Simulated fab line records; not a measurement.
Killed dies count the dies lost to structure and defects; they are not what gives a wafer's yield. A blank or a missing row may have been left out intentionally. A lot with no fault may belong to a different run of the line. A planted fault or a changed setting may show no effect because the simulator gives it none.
Struck lot and sound lot, side by side    flow sky130    16 steps out of a route of 708
Sound: these wafers, L574.1, L574.2, L574.3. Struck: wafers L585.3, L585.4, L585.6. Last of all comes the cause.
Per side, at each step with rows, come the tool, then ch with its chambers, and then its first start. Under that, the readings that differ: sound wafers    struck wafers    difference of the means    sigmas: that difference in standard deviations of wafers without a fault.
alike: a reading whose means differ by less than 2 such deviations, as well as words and numbers matching on both sides. not compared: withheld readings; readings where some wafer has no value; bounds like >300 that might hide an equal value; numbers whose values overlap and for which the record gives no deviation.
A row with sigmas, a row that says differs or no value, or rows on one side alone: a step with any of these is where the two part. Numbers that don't overlap but have no deviation are shown without sigmas and don't part them. A reading missing from all wafers of one side parts the sides only when that side holds two or more wafers.

first, 4 steps without rows for these wafers: SKY_FIELD_ISO_WET_ETCH_29 (etches Si3N4 in H3PO4, target depth 160 nm, time 1825 s); SKY_FIELD_ISO_WET_ETCH_30 (etches SiO2 in dHF, target depth 25 nm, time 50 s); SKY_NWELL_CLEAN_00 (cleans in SC1/SC2, time 150 s); SKY_NWELL_OXIDATION_01 (stabilise 600 s, purge 300 s, target thk 10 nm).
SKY_NWELL_THK_MEAS_02:
  sound on filmMetro-02, day 3 00:41; struck on filmMetro-03, day 5 06:49
  alike: NWELL_OXIDATION_THK
then, 7 steps without rows for these wafers: SKY_DNWELL_DEHYDRATE_00 (time 60 s); SKY_DNWELL_HMDS_01 (prime time 60 s); SKY_DNWELL_COAT_02 (resist thk 3000 nm); SKY_DNWELL_SOFTBAKE_03; SKY_DNWELL_EXPOSE_04 (exposes mask DNM, target cd 3000 nm); SKY_DNWELL_PEB_05; SKY_DNWELL_DEVELOP_06 (develop time 60 s).
SKY_DNWELL_IMPLANT_07:
  sound on implanter-04 ch 0, day 3 16:08; struck on implanter-03 ch 0, day 6 00:08
SKY_DNWELL_STRIP_08: strips in O2/N2.
  sound on plasmaAsher-03 ch 0,1, day 3 16:17; struck on plasmaAsher-01 ch 0,1, day 6 00:16
  alike: drypumpMotorCurrentA, oesProductAu, stripTimeToEndpointS
  not compared: rfHoursCounterH
SKY_DNWELL_TW_MEAS_09:
  sound on filmMetro-01, day 3 16:23; struck on filmMetro-01, day 6 00:41
reading    sound           struck          difference  sigmas
DNWELL_TW  1130 1135 1131  1192 1191 1183  +57         +9
  not compared: hold
-- the record jumps here: 43 days lie between the struck wafers' starts before and after (it left off in module DNWELL and takes up again in module PAD_OPEN, whose first step shown is number 708 of the route) --
SKY_PAD_OPEN_PROBE_99:
  sound on prober-01, day 45 23:40; struck on prober-02, day 48 19:10
reading                               sound              struck           difference  sigmas
model.etest.resDeepNwell.rsOhmSq      2196 2225 2211     1879 1893 1875   -328        
model.etest.resDeepNwell.lineOhmUm    734.9 744.3 729.8  620 624.9 625.2  -113        
model.etest.resPwdeUnderGate.rsOhmSq  6184 6164 6124     6214 6195 6187   +41         
  alike: killed_at_M0_to_M3, killed_at_M4_up, killedAtContacts, killedAtFrontEnd, killedAtOther, killedDies, killedOnRim, killedOpen, killedShort

## WHERE THEY PART
SKY_DNWELL_TW_MEAS_09 only, going by this record. Later steps at which nothing parts them and some readings are alike: SKY_PAD_OPEN_PROBE_99.

WHY: what had been put in by the simulator
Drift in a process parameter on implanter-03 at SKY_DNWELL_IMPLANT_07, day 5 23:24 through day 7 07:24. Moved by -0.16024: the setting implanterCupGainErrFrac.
